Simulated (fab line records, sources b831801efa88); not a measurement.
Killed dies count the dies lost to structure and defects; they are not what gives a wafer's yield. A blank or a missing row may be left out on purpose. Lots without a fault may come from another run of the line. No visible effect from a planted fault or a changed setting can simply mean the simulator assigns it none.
A lot that was struck, set against a sound lot	flow sky130	42 steps out of a route of 708
Sound: wafers L220.1, L220.3, L220.5. The struck wafers were L233.1, L233.5, L233.6. Last of all comes the cause.
At each step with rows: each side's tool, then ch and its chambers, then its first start. Under that, the readings that differ: sound wafers	struck wafers	difference of the means	sigmas: that difference in standard deviations of wafers without a fault.
alike: same words and numbers on both sides, and readings whose means sit less than 2 such deviations apart. not compared: any withheld reading, any reading some wafer has no value for, any bound like >300 that may hide the same value, and any number with overlapping values for which the record gives no deviation.
The two part at a step that has a row with sigmas, a row that says differs or no value, or rows on one side only. Numbers that have no deviation but don't overlap get no sigmas and don't part them. Lack of a reading on every wafer of one side parts them only where that side has two or more wafers.

SKY_SD_P_CD_MEAS_07: target cd 380 nm.
  sound: cd sem-01 at day 27 19:49; struck: cd sem-02 at day 32 02:41
  alike: cd nm
SKY_SD_P_OVL_MEAS_08:
  sound: overlay-02 at day 27 19:56; struck: overlay-02 at day 32 02:49
  alike: SD_P_OVL
after that, 1 step had no rows for these wafers: SKY_SD_P_IMPLANT_09.
SKY_SD_P_STRIP_10: strips in O2/N2.
  sound on plasma asher-03 ch 0,1, day 27 20:07; struck on plasma asher-04 ch 0,1, day 32 02:59
reading	sound	struck	difference	sigmas
drypump motor current A (A)	6.4 6.1 6.4	5.0 5.0 5.4	-1.2	-2
  alike: oes product au, strip time to endpoint s
  not compared: rf hours counter h
SKY_SD_P_TW_MEAS_11:
  sound: film metro-01 at day 27 20:13; struck: film metro-02 at day 32 03:05
reading	sound	struck	difference	sigmas
SD_P_TW	2845 2852 2865	2765 2771 2772	-85	-2
then, 7 steps without rows for these wafers: SKY_RES_XHIGH_DEHYDRATE_00 (time 60 s); SKY_RES_XHIGH_HMDS_01 (prime time 62.52 s); SKY_RES_XHIGH_COAT_02 (resist thk 1140 nm); SKY_RES_XHIGH_SOFTBAKE_03 (time 60 s); SKY_RES_XHIGH_EXPOSE_04 (exposes mask URPM, target cd 1270 nm); SKY_RES_XHIGH_PEB_05; SKY_RES_XHIGH_DEVELOP_06 (develop time 60 s).
SKY_RES_XHIGH_IMPLANT_07:
  sound on implanter-02 ch 0, day 29 00:35; struck on implanter-02 ch 0, day 33 05:19
  alike: tilt deg
SKY_RES_XHIGH_STRIP_08: strips in O2/N2.
  sound on plasma asher-02 ch 0,1, day 29 00:44; struck on plasma asher-02 ch 0,1, day 33 05:28
  alike: drypump motor current A, oes product au, strip time to endpoint s
  not compared: rf hours counter h
SKY_RES_XHIGH_TW_MEAS_09:
  sound: film metro-01 at day 29 00:50; struck: film metro-02 at day 33 05:34
reading	sound	struck	difference	sigmas
RES_XHIGH_TW	1656 1653 1656	1610 1607 1621	-42	-2
then, 7 steps without rows for these wafers: SKY_SD_N_DEHYDRATE_00 (time 60 s); SKY_SD_N_HMDS_01 (prime time 60 s); SKY_SD_N_COAT_02 (resist thk 1140 nm); SKY_SD_N_SOFTBAKE_03 (time 60 s); SKY_SD_N_EXPOSE_04 (exposes mask NSDM, target cd 380 nm); SKY_SD_N_PEB_05; SKY_SD_N_DEVELOP_06 (develop time 60 s).
SKY_SD_N_CD_MEAS_07: target cd 380 nm.
  sound: cd sem-01 at day 30 04:59; struck: cd sem-01 at day 34 07:56
  alike: cd nm
SKY_SD_N_OVL_MEAS_08:
  sound: overlay-02 at day 30 05:07; struck: overlay-02 at day 34 08:04
  alike: SD_N_OVL
then, 2 steps without rows for these wafers: SKY_SD_N_IMPLANT_09; SKY_SD_N_IMPLANT_10.
SKY_SD_N_STRIP_11: strips in O2/N2.
  sound on plasma asher-01 ch 0,1, day 30 05:26; struck on plasma asher-04 ch 0,1, day 34 08:24
reading	sound	struck	difference	sigmas
drypump motor current A (A)	5.74 5.86 5.86	4.97 5.42 5.01	-0.69	-3
  alike: oes product au, strip time to endpoint s
  not compared: rf hours counter h
SKY_SD_N_TW_MEAS_12:
  sound: film metro-04 at day 30 05:32; struck: film metro-02 at day 34 08:30
reading	sound	struck	difference	sigmas
SD_N_TW	3987 4007 4001	3891 3891 3876	-112	-2
then, 1 step without rows for these wafers: SKY_SD_N_CLEAN_13 (cleans in SC1/SC2, time 150 s).
SKY_SD_N_RTA_14: time 2 s.
  sound on rtp anneal-01 ch 0, day 30 05:39; struck on rtp anneal-02 ch 0, day 34 08:37
  alike: lamp power pct, wafer_temp_C_max
SKY_SD_N_RS_MEAS_16: a four-point-probe measurement.
  sound: film metro-01 at day 30 05:49; struck: film metro-04 at day 34 08:47
  alike: SD_N_RS
SKY_SD_N_RS_MEAS_17: a four-point-probe measurement.
  sound: film metro-01 at day 30 05:56; struck: film metro-04 at day 34 08:54
  alike: SD_P_RS
SKY_SD_N_RS_MEAS_18: a four-point-probe measurement.
  sound: film metro-01 at day 30 06:04; struck: film metro-04 at day 34 09:01
  alike: RES_XHIGH_RS
then, 2 steps without rows for these wafers: SKY_SALICIDE_CLEAN_00 (cleans in HF-last, time 30 s); SKY_LI_CONTACT_HDPCVD_00 (deposits PSG, target thk 930 nm, time 155 s).
SKY_LI_CONTACT_THK_MEAS_01:
  sound: film metro-04 at day 30 06:18; struck: film metro-04 at day 34 09:16
  alike: LI_CONTACT_HDPCVD_THK
SKY_LI_CONTACT_CMP_02: polishes PSG.
  sound on cmp-01 ch 0,1,3, day 30 06:22; struck on cmp-01 ch 0,2,3, day 34 09:28
  alike: edge zone pressure frac, motor current A, platen rpm, time to endpoint s
SKY_LI_CONTACT_BOW_MEAS_03:
  sound: film metro-04 at day 30 06:40; struck: film metro-01 at day 34 09:37
  alike: LI_CONTACT_BOW
then, 3 steps without rows for these wafers: SKY_LI_CONTACT_DEHYDRATE_04 (time 60 s); SKY_LI_CONTACT_HMDS_05 (prime time 60 s); SKY_LI_CONTACT_COAT_06 (resist thk 60 nm).
-- a jump in the record: the struck wafers' starts before and after are 16 days apart (it breaks off in module LI_CONTACT and resumes in module PAD_OPEN, where the first step shown is number 708 of the route) --
SKY_PAD_OPEN_PROBE_99:
  sound: prober-01 at day 47 12:19; struck: prober-02 at day 50 08:01
reading	sound	struck	difference	sigmas
killed at front end	29 15 23	13 13 14	-9	-2
model.etest.res xhigh po.rs ohm sq rim less centre	77.1 72.09 78.18	-254.5 -211.5 -231.2	-308.2	
model.etest.res xhigh po.rs ohm sq range	119.1 104.6 99.96	295 242.1 253.4	+156	
  alike: killed_at_M0_to_M3, killed_at_M4_up, killed at contacts, killed at other, killed dies, killed open, killed short

== WHERE THEY PART ==
Earliest at SKY_SD_P_STRIP_10; latest, in this record, at SKY_PAD_OPEN_PROBE_99.

WHY: the cause the simulator had injected
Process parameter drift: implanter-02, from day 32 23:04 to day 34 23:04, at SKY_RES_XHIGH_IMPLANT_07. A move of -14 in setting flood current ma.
